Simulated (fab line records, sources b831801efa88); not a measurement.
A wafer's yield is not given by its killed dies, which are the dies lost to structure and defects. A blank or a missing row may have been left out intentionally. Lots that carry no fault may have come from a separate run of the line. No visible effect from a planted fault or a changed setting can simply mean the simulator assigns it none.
Which tool is to blame? | flow sky130 | 42 wafers from 15 lots sampled at 5 of the route's 708 steps

== WHAT THE GAUGES READ, wafer by wafer ==
SKY_NWELL_OVL_MEAS_23.
lot  | measured     | on         | NWELL_01_OVL (nm)
L474 | day 5 09:31  | overlay-01 | -3.2 -3.1 -3.0
L475 | day 5 14:23  | overlay-01 | -0.5 -0.8 0.2
L476 | day 5 18:37  | overlay-01 | -1.9 -1.9 -1.9
L477 | day 6 00:00  | overlay-02 | -0.7 -0.1 -0.1
L478 | day 6 08:35  | overlay-02 | -1.7 -1.0 -0.1
L479 | day 6 11:53  | overlay-02 | -1.1 -1.2 -2.7
L480 | day 6 19:01  | overlay-01 | -0.9 -0.6 -1.6
L481 | day 7 01:17  | overlay-02 | -0.8 0.6 -0.7
L485 | day 8 08:13  | overlay-02 | 0.7 0.8
L489 | day 9 04:04  | overlay-01 | -2.5 -3.0
L490 | day 9 14:46  | overlay-02 | 0.6 0.8
L492 | day 9 21:31  | overlay-02 | -1.2 0.6 -0.4
L495 | day 11 00:47 | overlay-02 | 0.3 0.2 -0.6
L497 | day 11 07:49 | overlay-02 | 0.7 -0.4 0.2
L496 | day 11 08:10 | overlay-02 | -0.1 0.2 0.8

SKY_NWELL_TW_MEAS_26.
lot  | measured     | on            | NWELL_2_TW
L474 | day 5 09:49  | film_metro-02 | 497.7 498.6 496.1
L475 | day 5 14:41  | film_metro-02 | 497.4 497.3 493.9
L476 | day 5 18:55  | film_metro-01 | 495.9 497.4 497.5
L477 | day 6 00:17  | film_metro-02 | 496.3 495.5 495.5
L478 | day 6 08:52  | film_metro-03 | 497.7 499.3 498.8
L479 | day 6 12:10  | film_metro-03 | 498.2 497.6 494.1
L480 | day 6 19:19  | film_metro-02 | 498.5 496.3 496.7
L481 | day 7 01:34  | film_metro-01 | 502.5 499.9 499.9
L485 | day 8 08:31  | film_metro-02 | 504.5 503.8
L489 | day 9 04:20  | film_metro-02 | 499.8 498.9
L490 | day 9 15:02  | film_metro-02 | 500.0 499.8
L492 | day 9 21:48  | film_metro-01 | 498.8 498.4 500.0
L495 | day 11 01:04 | film_metro-03 | 497.7 498.4 493.2
L497 | day 11 08:05 | film_metro-03 | 493.8 495.3 495.5
L496 | day 11 08:26 | film_metro-03 | 495.7 497.5 495.9

SKY_NWELL_RS_MEAS_31: the measuring method here is four-point-probe.
lot  | measured     | on            | PWDE_RS (ohm/sq)
L474 | day 5 10:16  | film_metro-01 | 5264 5266 5279
L475 | day 5 15:08  | film_metro-02 | 5282 5282 5280
L476 | day 5 19:23  | film_metro-01 | 5239 5262 5255
L477 | day 6 00:46  | film_metro-03 | 5257 5275 5285
L478 | day 6 09:20  | film_metro-01 | 5271 5262 5263
L479 | day 6 12:38  | film_metro-01 | 5247 5263 5273
L480 | day 6 19:46  | film_metro-01 | 5229 5256 5241
L481 | day 7 02:01  | film_metro-02 | 5278 5286 5286
L485 | day 8 09:05  | film_metro-01 | 5289 5268
L489 | day 9 04:48  | film_metro-03 | 5281 5293
L490 | day 9 15:29  | film_metro-03 | 5270 5269
L492 | day 9 22:15  | film_metro-03 | 5258 5256 5267
L495 | day 11 01:31 | film_metro-01 | 5259 5249 5250
L497 | day 11 08:32 | film_metro-02 | 5290 5293 5271
L496 | day 11 08:53 | film_metro-03 | 5241 5270 5252

SKY_VT_ADJUST_HVTP_CD_MEAS_07: target cd 380 nm.
lot  | measured     | on        | cd_nm (nm)
L474 | day 6 05:02  | cd_sem-01 | 375.6 377.2 377.1
L475 | day 6 09:32  | cd_sem-01 | 380.1 383.2 381.5
L476 | day 6 14:09  | cd_sem-01 | 380.6 379.4 380.2
L477 | day 6 19:43  | cd_sem-02 | 375.2 375.3 378.2
L478 | day 7 04:16  | cd_sem-02 | 375.5 377.4 377.5
L479 | day 7 07:17  | cd_sem-01 | 384.5 385.8 384.4
L480 | day 7 14:23  | cd_sem-02 | 381.2 380.1 377.0
L481 | day 7 20:38  | cd_sem-02 | 384.1 382.4 381.4
L485 | day 9 06:00  | cd_sem-01 | 376.2 360.5
L489 | day 10 02:10 | cd_sem-02 | 384.4 368.0
L490 | day 10 12:58 | cd_sem-01 | 380.2 364.8
L492 | day 10 20:22 | cd_sem-02 | 382.7 384.7 382.9
L495 | day 12 01:20 | cd_sem-01 | 376.0 376.0 374.3
L497 | day 12 08:14 | cd_sem-02 | 378.8 377.2 378.6
L496 | day 12 08:32 | cd_sem-02 | 378.9 377.9 382.8

== TOOL THAT RAN EACH LOT (tool first, then ch and the chambers of the sampled wafers, then the start) ==
lot  | SKY_VT_ADJUST_HVTP_DEVELOP_06
L474 | litho_track-04 ch 0, day 6 04:53
L475 | litho_track-02 ch 0, day 6 09:23
L476 | litho_track-01 ch 0, day 6 14:01
L477 | litho_track-04 ch 0, day 6 19:35
L478 | litho_track-01 ch 0, day 7 04:07
L479 | litho_track-01 ch 0, day 7 07:08
L480 | litho_track-04 ch 0, day 7 14:14
L481 | litho_track-04 ch 0, day 7 20:29
L485 | litho_track-01 ch 0, day 9 05:52
L489 | litho_track-01 ch 0, day 10 02:01
L490 | litho_track-01 ch 0, day 10 12:49
L492 | litho_track-02 ch 0, day 10 20:13
L495 | litho_track-04 ch 0, day 12 01:11
L497 | litho_track-04 ch 0, day 12 08:05
L496 | litho_track-04 ch 0, day 12 08:23
- SKY_VT_ADJUST_HVTP_DEVELOP_06: develop time 60 s.

== WHAT THE TOOLS THEMSELVES READ (means of the sampled wafers that have a number; where no wafer has one, the mark that the record gives instead) ==
The record holds no such reading with a usual standard deviation.

== THE ANSWER, worked out from the rows above alone ==
Rule: the lots themselves supply what counts as usual. The widest of any qualifying gaps counts: lots, ordered by their means at a reading, are off when they make up no more than a third of the lots, leave a main group of 4 or more, and stand apart from it by 3 or more times the standard deviation of that group's means. If all means in a main group match to the digits the tables above print for the reading, that group is not used. Also off: a lot with no number at a reading for which 4 or more lots have one. Any other lot the step has rows for is counted as sound. Order of review: gauges by route order, followed by the tools' own readings, for which a lot's mean as printed above is used. The first step at which some lot is off is used, and at that step the reading that is off furthest; a lot without a number counts as furthest.
None of the lots is off at any reading shown; this tells nothing.

== WHAT HAD BEEN PUT IN BY THE SIMULATOR ==
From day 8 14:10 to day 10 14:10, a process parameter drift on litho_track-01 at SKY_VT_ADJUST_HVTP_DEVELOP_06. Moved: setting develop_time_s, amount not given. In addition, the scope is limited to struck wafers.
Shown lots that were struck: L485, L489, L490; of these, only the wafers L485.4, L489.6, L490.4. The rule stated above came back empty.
